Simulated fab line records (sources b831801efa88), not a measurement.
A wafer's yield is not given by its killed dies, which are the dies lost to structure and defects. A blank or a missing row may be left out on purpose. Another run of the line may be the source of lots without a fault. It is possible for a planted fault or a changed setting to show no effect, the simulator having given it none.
fab line records | flow sky130
record lots=13 | wafers=39 | last-day=49
route steps=708 shown FIELD_ISO@18 METAL3@533 METAL5@666 PAD_OPEN@708
lots untouched by any fault: they come from a run of this same line in which no faults occurred
start-h: hours from the record's opening day to when the first of the lot's shown wafers began | wait-h: how many hours have passed since the lot's step before this one | " same as the row above | L1.1+2: several wafers, shown together as one row | - either no value or no given start | * or withheld: withheld | < > ~ a bound
route shown NAME@n: NAME is a module with steps in the file, n the number in the route of the first one | usual: average and standard deviation across the fault-free wafers | same: alike in all rows | chamber/n: place in a boat | sites: per-site readings | _std_site: the standard deviation of these | _edge_site: mean of outer sites minus mean of inner sites | radius-mm: for every site, how far away it sits from the centre of the wafer | mask NAME#n: copy n | behind: the most recent tool/chamber to have shaped the wafer | hold: cause of the lot's hold/its duration in hours/its outcome | device: the transistor (n, p or np) that didn't switch | end of line: tests of these same wafers at the route's end | step lacking rows: just its recipe | killed: count of dies lost to structure and defects at first sort (not the wafer's yield) | map: per-die view of a wafer (x killed, . not killed, _ where there is no die)
set.NAME: the setting that was run; set.NAME@STEP: the one run at that earlier step | model.NAME: the simulator's own value behind a step, which no gauge read
a sample of lots followed through the steps of the route, with each step as a table and each wafer as a row
services: a tool's chamber out of use, with start hour (start-h, from the record's first day; less than 0 if before it), hours out, and reason
## steps
# step SKY_FIELD_ISO_ETCH_17
# recipe target-depth-a=3420 | mask-material=Si3N4 | chemistry=HBr/Cl2/O2 | target=Si | taper-deg=5 | icp-w=600 | bias-w=150 | pressure-mtorr=15 | HBr_flow_sccm=150 | Cl2_flow_sccm=40 | O2_flow_sccm=6 | time-s=97.7
# usual drypump-motor-current-A=5.7/0.39 | oes-product-au=1.008/0.0091 | throttle-valve-pct=25.651/0.01
lot.wafer | tool      | chamber | start-h | wait-h | drypump-motor-current-A | oes-product-au | rf-hours-counter-h | throttle-valve-pct
L287.1    | rie-si-01 | 1       | 35.34   | 0.1    | 6.6                     | 1.001          | 147                | 25.644
L287.2    | "         | 3       | "       | "      | 5.3                     | 1.015          | 133                | 25.657
L287.6    | "         | 1       | "       | "      | 6.6                     | 0.997          | -                  | 25.650
L289.2    | rie-si-02 | 1       | 44.23   | 0.1    | 5.6                     | 1.003          | 157                | 25.652
L289.4    | "         | 3       | "       | "      | 5.6                     | 1.007          | -                  | 25.660
L289.5    | "         | 2       | "       | "      | 5.7                     | 1.012          | -                  | 25.655
L290.1    | rie-si-02 | 3       | 49.20   | 0.1    | 5.6                     | 1.017          | 126                | 25.649
L290.3    | "         | 1       | "       | "      | 5.5                     | 1.010          | 157                | 25.634
L290.5    | "         | 0       | "       | "      | 5.2                     | 1.017          | -                  | 25.630
L291.1    | rie-si-01 | 3       | 55.28   | 0.1    | 5.4                     | 1.004          | 134                | 25.657
L291.2    | "         | 2       | "       | "      | 6.1                     | 1.009          | 154                | 25.636
L291.3    | "         | 1       | "       | "      | 6.6                     | 0.998          | 147                | 25.659
L292.1    | rie-si-01 | 0       | 59.98   | 0.1    | 5.6                     | 1.008          | 88                 | 25.652
L292.4    | "         | 3       | "       | "      | 5.4                     | 1.014          | 134                | 25.644
L292.6    | "         | 1       | "       | "      | 6.6                     | 1.000          | -                  | 25.668
L293.2    | rie-si-02 | 0       | 65.34   | 0.1    | 5.2                     | 1.028          | 0                  | 25.645
L293.4    | "         | 0       | "       | "      | 5.2                     | 1.024          | -                  | 25.637
L293.5    | "         | 2       | "       | "      | 5.7                     | 1.013          | -                  | 25.646
L294.4    | rie-si-02 | 3       | 71.73   | 0.0    | 5.6                     | 0.990          | 126                | 25.652
L294.5    | "         | 0       | "       | "      | 5.2                     | 1.013          | -                  | 25.640
L294.6    | "         | 3       | "       | "      | 5.6                     | 1.008          | -                  | 25.655
L295.2    | rie-si-01 | 1       | 77.10   | 0.1    | 6.6                     | 0.997          | 147                | 25.652
L295.3    | "         | 3       | "       | "      | 5.3                     | 0.997          | 134                | 25.659
L295.4    | "         | 0       | "       | "      | 5.6                     | 0.992          | -                  | 25.659
L296.1    | rie-si-02 | 1       | 81.55   | 0.1    | 5.5                     | 1.007          | 0                  | 25.643
L296.4    | "         | 2       | "       | "      | 5.6                     | 1.010          | 94                 | 25.668
L296.6    | "         | 0       | "       | "      | 5.3                     | 1.022          | -                  | 25.646
L297.1    | rie-si-02 | 1       | 85.88   | 0.1    | 5.5                     | 1.016          | 0                  | 25.649
L297.3    | "         | 3       | "       | "      | 5.6                     | 1.005          | 126                | 25.662
L297.6    | "         | 2       | "       | "      | 5.7                     | 1.003          | -                  | 25.657
L298.1    | rie-si-02 | 1       | 91.29   | 0.1    | 5.6                     | 1.003          | 0                  | 25.659
L298.2    | "         | 2       | "       | "      | 5.7                     | 1.010          | 94                 | 25.652
L298.6    | "         | 3       | "       | "      | 5.6                     | 1.002          | -                  | 25.663
L303.2    | rie-si-01 | 2       | 118.65  | 0.1    | 6.1                     | 1.016          | 0                  | 25.641
L303.3    | "         | 0       | "       | "      | 5.6                     | 0.998          | 88                 | 25.644
L303.6    | "         | 2       | "       | "      | 6.1                     | 1.023          | -                  | 25.646
L306.1    | rie-si-01 | 3       | 133.57  | 0.1    | 5.4                     | 1.011          | 134                | 25.652
L306.3    | "         | 1       | "       | "      | 6.6                     | 0.985          | 0                  | 25.666
L306.6    | "         | 1       | "       | "      | 6.6                     | 0.993          | -                  | 25.658
# step SKY_METAL3_SPUTTER_01
# recipe material=TiN | target-thk-nm=20 | power-w=6500 | time-s=16.7 | chamber-pressure-pa=0.4
# usual throttle-valve-pct=30.4/1.3
lot.wafer | tool           | chamber | start-h | wait-h | throttle-valve-pct
L287.1    | pvd-sputter-02 | -       | 855.80  | 0.0    | 30.3
L287.2    | "              | -       | "       | "      | 32.4
L287.6    | "              | -       | "       | "      | 32.2
L290.1    | pvd-sputter-01 | -       | 861.10  | 0.0    | 32.4
L290.3    | "              | -       | "       | "      | 29.9
L290.5    | "              | -       | "       | "      | 29.3
L289.2    | pvd-sputter-01 | -       | 872.75  | 0.0    | 30.0
L289.4    | "              | -       | "       | "      | 32.3
L289.5    | "              | -       | "       | "      | 29.7
L291.1    | pvd-sputter-03 | -       | 876.23  | 0.0    | 30.7
L291.2    | "              | -       | "       | "      | 29.8
L291.3    | "              | -       | "       | "      | 31.9
L292.1    | pvd-sputter-01 | -       | 885.67  | 0.0    | 29.5
L292.4    | "              | -       | "       | "      | 29.7
L292.6    | "              | -       | "       | "      | 29.5
L293.2    | pvd-sputter-02 | -       | 904.71  | 0.0    | 29.7
L293.4    | "              | -       | "       | "      | 30.1
L293.5    | "              | -       | "       | "      | 29.9
L294.4    | pvd-sputter-03 | -       | 905.72  | 0.0    | 30.6
L294.5    | "              | -       | "       | "      | 29.3
L294.6    | "              | -       | "       | "      | 30.7
L295.2    | pvd-sputter-02 | -       | 907.27  | 0.0    | 28.3
L295.3    | "              | -       | "       | "      | 29.6
L295.4    | "              | -       | "       | "      | 32.1
L296.1    | pvd-sputter-03 | -       | 915.73  | 0.0    | 31.6
L296.4    | "              | -       | "       | "      | 29.4
L296.6    | "              | -       | "       | "      | 31.7
L297.1    | pvd-sputter-02 | -       | 922.57  | 0.0    | 32.3
L297.3    | "              | -       | "       | "      | 29.4
L297.6    | "              | -       | "       | "      | 30.1
L298.1    | pvd-sputter-02 | -       | 927.95  | 0.0    | 30.0
L298.2    | "              | -       | "       | "      | 29.6
L298.6    | "              | -       | "       | "      | 32.2
L303.2    | pvd-sputter-02 | -       | 972.92  | 0.0    | 32.3
L303.3    | "              | -       | "       | "      | 29.4
L303.6    | "              | -       | "       | "      | 29.9
L306.1    | pvd-sputter-01 | -       | 984.02  | 0.0    | 32.4
L306.3    | "              | -       | "       | "      | 32.5
L306.6    | "              | -       | "       | "      | 32.8
# step SKY_METAL3_OVL_MEAS_14
# usual METAL3_OVL=4/6.9
lot.wafer | tool       | chamber | start-h | wait-h | METAL3_OVL[nm]
L287.1    | overlay-02 | -       | 906.20  | 0.1    | -1
L287.2    | "          | -       | "       | "      | -4
L287.6    | "          | -       | "       | "      | -4
L290.1    | overlay-01 | -       | 912.51  | 0.1    | -5
L290.3    | "          | -       | "       | "      | 0
L290.5    | "          | -       | "       | "      | -13
L289.2    | overlay-01 | -       | 922.75  | 0.1    | 8
L289.4    | "          | -       | "       | "      | 4
L289.5    | "          | -       | "       | "      | 2
L291.1    | overlay-01 | -       | 927.28  | 0.1    | 2
L291.2    | "          | -       | "       | "      | 7
L291.3    | "          | -       | "       | "      | 0
L292.1    | overlay-02 | -       | 935.43  | 0.1    | 2
L292.4    | "          | -       | "       | "      | 6
L292.6    | "          | -       | "       | "      | 1
L293.2    | overlay-01 | -       | 954.38  | 0.1    | 5
L293.4    | "          | -       | "       | "      | 8
L293.5    | "          | -       | "       | "      | 11
L294.4    | overlay-02 | -       | 955.34  | 0.1    | 15
L294.5    | "          | -       | "       | "      | 18
L294.6    | "          | -       | "       | "      | 10
L295.2    | overlay-01 | -       | 956.60  | 0.1    | -3
L295.3    | "          | -       | "       | "      | -3
L295.4    | "          | -       | "       | "      | 5
L296.1    | overlay-01 | -       | 964.93  | 0.1    | -4
L296.4    | "          | -       | "       | "      | -5
L296.6    | "          | -       | "       | "      | -5
L297.1    | overlay-02 | -       | 970.93  | 0.1    | 7
L297.3    | "          | -       | "       | "      | 2
L297.6    | "          | -       | "       | "      | 4
L298.1    | overlay-01 | -       | 977.08  | 0.1    | 10
L298.2    | "          | -       | "       | "      | 8
L298.6    | "          | -       | "       | "      | 3
L303.2    | overlay-01 | -       | 1021.19 | 0.1    | -4
L303.3    | "          | -       | "       | "      | 0
L303.6    | "          | -       | "       | "      | 4
L306.1    | overlay-02 | -       | 1031.48 | 0.1    | 6
L306.3    | "          | -       | "       | "      | 7
L306.6    | "          | -       | "       | "      | -5
# step SKY_METAL5_RS_MEAS_05
# recipe thk-meas-gauge=four-point-probe | reads=TiN_of_METAL5_SPUTTER_04+Ti_of_METAL5_SPUTTER_03+AlCu_of_METAL5_SPUTTER_02+TiN_of_METAL5_SPUTTER_01+Ti_of_METAL5_SPUTTER_00
# usual METAL5_ALCU_RS=0.02708/0.00025
lot.wafer | tool          | chamber | start-h | wait-h | METAL5_ALCU_RS[ohm/sq]
L287.1    | film-metro-01 | -       | 1009.62 | 0.0    | 0.02765
L287.2    | "             | -       | "       | "      | 0.02728
L287.6    | "             | -       | "       | "      | 0.0275
L290.1    | film-metro-01 | -       | 1015.39 | 0.0    | 0.02716
L290.3    | "             | -       | "       | "      | 0.02688
L290.5    | "             | -       | "       | "      | 0.02674
L289.2    | film-metro-02 | -       | 1025.89 | 0.0    | 0.02699
L289.4    | "             | -       | "       | "      | 0.0267
L289.5    | "             | -       | "       | "      | 0.02658
L291.1    | film-metro-04 | -       | 1029.48 | 0.0    | 0.02705
L291.2    | "             | -       | "       | "      | 0.02742
L291.3    | "             | -       | "       | "      | 0.02723
L292.1    | film-metro-02 | -       | 1037.31 | 0.0    | 0.02659
L292.4    | "             | -       | "       | "      | 0.02702
L292.6    | "             | -       | "       | "      | 0.02705
L293.2    | film-metro-01 | -       | 1054.33 | 0.0    | 0.02713
L293.4    | "             | -       | "       | "      | 0.02743
L293.5    | "             | -       | "       | "      | 0.02737
L294.4    | film-metro-04 | -       | 1054.63 | 0.1    | 0.02696
L294.5    | "             | -       | "       | "      | 0.0267
L294.6    | "             | -       | "       | "      | 0.02663
L295.2    | film-metro-04 | -       | 1055.69 | 0.0    | 0.02718
L295.3    | "             | -       | "       | "      | 0.02681
L295.4    | "             | -       | "       | "      | 0.02714
L296.1    | film-metro-02 | -       | 1065.03 | 0.0    | 0.0276
L296.4    | "             | -       | "       | "      | 0.02739
L296.6    | "             | -       | "       | "      | 0.02709
L297.1    | film-metro-02 | -       | 1067.92 | 0.0    | 0.02717
L297.3    | "             | -       | "       | "      | 0.02687
L297.6    | "             | -       | "       | "      | 0.02712
L298.1    | film-metro-04 | -       | 1074.55 | 0.0    | 0.02721
L298.2    | "             | -       | "       | "      | 0.02777
L298.6    | "             | -       | "       | "      | 0.02732
L303.2    | film-metro-04 | -       | 1113.41 | 0.0    | 0.02711
L303.3    | "             | -       | "       | "      | 0.02713
L303.6    | "             | -       | "       | "      | 0.02718
L306.1    | film-metro-01 | -       | 1120.99 | 0.0    | 0.02713
L306.3    | "             | -       | "       | "      | 0.02736
L306.6    | "             | -       | "       | "      | 0.02726
# step SKY_PAD_OPEN_PROBE_99
# usual killed_at_M0_to_M3=43/7.1 | killed_at_M4_up=3.0/1.9 | killed-at-contacts=24/5 | killed-at-front-end=15/4.3 | killed-at-other=0.3/0.5 | killed-dies=85/9.6 | killed-open=46/7.1 | killed-short=39/6.8
# same gross-dies=492 | killed-at-back-side=0
lot.wafer | tool      | chamber | start-h | wait-h | killed_at_M0_to_M3 | killed_at_M4_up | killed-at-contacts | killed-at-front-end | killed-at-other | killed-dies | killed-open | killed-short
L297.1    | prober-01 | -       | 1131.06 | 0.1    | 35                 | 1               | 29                 | 65                  | 0               | 130         | 51          | 27
L297.3    | prober-01 | -       | 1131.16 | 0.2    | 36                 | 2               | 23                 | 69                  | 0               | 130         | 42          | 37
L297.6    | prober-01 | -       | 1131.31 | 0.2    | 37                 | 4               | 22                 | 62                  | 0               | 125         | 45          | 32
L298.1    | prober-02 | -       | 1137.47 | 0.1    | 30                 | 3               | 13                 | 69                  | 0               | 115         | 37          | 27
L298.2    | prober-02 | -       | 1137.52 | 0.1    | 40                 | 0               | 24                 | 54                  | 1               | 119         | 39          | 36
L298.6    | prober-02 | -       | 1137.72 | 0.2    | 51                 | 2               | 30                 | 64                  | 0               | 147         | 58          | 44
# killed by level:class
L297.1 FIELD_ISO:unspecified=52 LI_CONTACT:geometric-particle:open=11 CONTACT:geometric-particle:open=11 VIA3:geometric-particle:open=8 VIA1:geometric-particle:open=7 METAL1:geometric-particle:short=5 POLY_GATE:geometric-particle:open=4 POLY_GATE:geometric-particle:short=4
L297.3 FIELD_ISO:unspecified=51 VIA3:geometric-particle:open=10 LI_CONTACT:geometric-particle:open=7 CONTACT:geometric-particle:open=7 METAL1:geometric-particle:short=5 POLY_GATE:geometric-particle:short=5 LOCAL_INTERCONNECT:geometric-particle:short=5 VIA1:geometric-particle:open=5
L297.6 FIELD_ISO:unspecified=48 VIA3:geometric-particle:open=11 CONTACT:geometric-particle:open=8 VIA2:geometric-particle:open=8 LOCAL_INTERCONNECT:geometric-particle:short=5 CONTACT:geometric-particle:short=4 VIA1:geometric-particle:open=4 FIELD_ISO:geometric-particle:open=3
L298.1 FIELD_ISO:unspecified=51 VIA1:geometric-particle:open=13 CONTACT:geometric-particle:open=6 FIELD_ISO:geometric-particle:short=5 VIA3:geometric-particle:open=5 POLY_GATE:geometric-particle:short=4 FIELD_ISO:geometric-particle:open=3 POLY_GATE:geometric-particle:open=3
L298.2 FIELD_ISO:unspecified=44 VIA1:geometric-particle:open=10 CONTACT:geometric-particle:open=8 METAL2:geometric-particle:short=8 FIELD_ISO:geometric-particle:short=4 CONTACT:geometric-particle:short=4 LI_CONTACT:geometric-particle:open=4 LOCAL_INTERCONNECT:geometric-particle:short=4
L298.6 FIELD_ISO:unspecified=45 CONTACT:geometric-particle:open=16 VIA2:geometric-particle:open=10 VIA3:geometric-particle:open=9 METAL1:geometric-particle:short=8 VIA1:geometric-particle:open=6 METAL2:geometric-particle:short=5 POLY_GATE:geometric-particle:short=4
## services
tool           | chamber | start-h | hours | kind
rie-si-01      | 0       | 34.34   | 7.6   | repair
rie-si-01      | -       | 104.63  | 0.3   | repair
rie-si-01      | 3       | 115.20  | 5.1   | repair
pvd-sputter-02 | -       | 123.37  | 1.2   | repair
pvd-sputter-02 | -       | 141.27  | 4.2   | repair
rie-si-02      | 1       | 170.03  | 5.1   | repair
pvd-sputter-02 | -       | 177.07  | 3.9   | repair
rie-si-01      | 3       | 188.45  | 20.0  | repair
rie-si-02      | 2       | 210.27  | 1.4   | repair
rie-si-01      | -       | 295.89  | 15.6  | pm
pvd-sputter-02 | -       | 307.84  | 1.9   | repair
rie-si-01      | 2       | 331.03  | 4.5   | repair
rie-si-01      | -       | 343.07  | 80.6  | repair
rie-si-01      | 0       | 385.25  | 1.4   | repair
rie-si-02      | 0       | 409.84  | 2.5   | repair
rie-si-01      | 1       | 424.74  | 9.4   | repair
rie-si-02      | 2       | 443.44  | 4.9   | repair
rie-si-02      | 1       | 466.11  | 3.5   | repair
rie-si-02      | 0       | 474.44  | 3.8   | repair
rie-si-02      | -       | 562.66  | 2.8   | pm
rie-si-02      | 0       | 641.17  | 18.6  | repair
rie-si-02      | -       | 714.00  | 35.0  | repair
rie-si-02      | 1       | 828.80  | 1.0   | repair
rie-si-02      | 1       | 860.53  | 2.9   | repair
## key
first-sign step=SKY_PAD_OPEN_PROBE_99 | reading=killed-at-front-end | direction=up | sigmas=11 | usual=15 | struck=64
effect step=SKY_PAD_OPEN_PROBE_99 | reading=killed-dies | direction=up | sigmas=4.4 | usual=85 | struck=128
met-at SKY_FIELD_ISO_ETCH_17
struck-lots L297,L298
tester-left-out L297,L298
not-acting-at SKY_METAL3_SPUTTER_01,SKY_METAL3_OVL_MEAS_14,SKY_METAL5_RS_MEAS_05
onset-between 81.55 85.88
fault kind=chamber-particle-source | tool=rie-si-02 | chamber=- | onset-h=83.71 | steps=SKY_FIELD_ISO_ETCH_17 | rate-per-visit-cm2=0.75876 | end-h=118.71
# tester-left-out: of these lots the tester's yield and bins aren't shown, on N5 and GAA mostly nor the transistor test; their killed dies are dies lost to structure and defects alone, not to doping, threshold or leakage, so they don't give the yield
